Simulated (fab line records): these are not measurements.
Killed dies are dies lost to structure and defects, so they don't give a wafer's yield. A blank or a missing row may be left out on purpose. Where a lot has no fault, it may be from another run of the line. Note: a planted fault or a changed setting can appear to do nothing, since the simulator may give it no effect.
The tool behind it: which one? + flow sky130 + 24 lots, 72 wafers sampled, at 1 step of a route of 708

WHAT THE GAUGES READ, wafer by wafer
SKY_VT_ADJUST_LVTN_TW_MEAS_21.
| lot  | measured     | on            | VT_ADJUST_LVTN_2_TW |
|------|--------------|---------------|---------------------|
| L074 | day 7 15:57  | film_metro-03 | 189.6 189.0 190.4   |
| L075 | day 7 20:59  | film_metro-02 | 187.2 187.9 189.4   |
| L076 | day 8 13:44  | film_metro-02 | 188.1 187.8 189.1   |
| L077 | day 9 06:56  | film_metro-02 | 189.2 190.3 189.7   |
| L078 | day 9 07:06  | film_metro-03 | 189.8 189.1 189.6   |
| L079 | day 9 16:16  | film_metro-02 | 189.7 189.7 189.6   |
| L080 | day 9 17:08  | film_metro-02 | 189.6 189.4 190.0   |
| L081 | day 9 17:47  | film_metro-02 | 189.1 190.3 189.6   |
| L082 | day 9 23:41  | film_metro-03 | 188.9 188.5 188.7   |
| L083 | day 10 08:03 | film_metro-03 | 188.3 188.3 187.6   |
| L084 | day 10 16:52 | film_metro-02 | 188.3 188.5 189.5   |
| L085 | day 10 19:08 | film_metro-02 | 189.9 189.9 189.9   |
| L086 | day 11 07:56 | film_metro-02 | 188.0 188.5 189.0   |
| L087 | day 11 08:51 | film_metro-02 | 188.1 188.2 187.5   |
| L088 | day 11 19:41 | film_metro-03 | 188.2 187.4 188.0   |
| L089 | day 11 22:20 | film_metro-03 | 188.4 187.4 189.4   |
| L090 | day 12 05:59 | film_metro-02 | 189.1 189.2 189.2   |
| L091 | day 12 09:17 | film_metro-03 | 188.5 189.2 187.6   |
| L092 | day 12 18:09 | film_metro-03 | 188.7 188.2 188.6   |
| L093 | day 13 03:19 | film_metro-02 | 189.1 188.5 188.2   |
| L094 | day 13 10:14 | film_metro-03 | 188.0 187.4 187.5   |
| L095 | day 13 15:56 | film_metro-03 | 189.3 188.3 186.8   |
| L096 | day 14 11:37 | film_metro-02 | 190.3 190.0 189.7   |
| L097 | day 14 12:42 | film_metro-03 | 188.4 189.3 188.2   |

EACH LOT AND THE TOOL THAT RAN IT (in order: tool; ch and the chambers of the sampled wafers; start)
No process step before these readings appears in the record.

AS READ BY THE TOOLS THEMSELVES (means over the sampled wafers that have a number; for cases with no such wafer, the mark the record gives instead)
The record holds no such reading with a usual standard deviation.

THE ANSWER, worked out from the rows above alone
Rule: what is usual is taken from the lots themselves. The widest of any qualifying gaps counts: lots, ordered by their means at a reading, are off when they make up no more than a third of the lots, leave a main group of 4 or more, and stand apart from it by 3 or more times the standard deviation of that group's means. The tables above print the reading to a certain number of digits; a main group whose means all agree to those digits is not used. A lot without any number at a reading at which 4 lots or more have one is off too. Where the step has rows for the other lots, those lots are counted as sound. First the gauges in route order, then the tools' own readings, where a lot's mean is used as printed above. The first step at which some lot is off is used, and at that step the reading that is off furthest; a lot without a number counts as furthest.
Nothing can be told from this: no lot is off at any reading shown.

WHAT WAS PUT IN BY THE SIMULATOR
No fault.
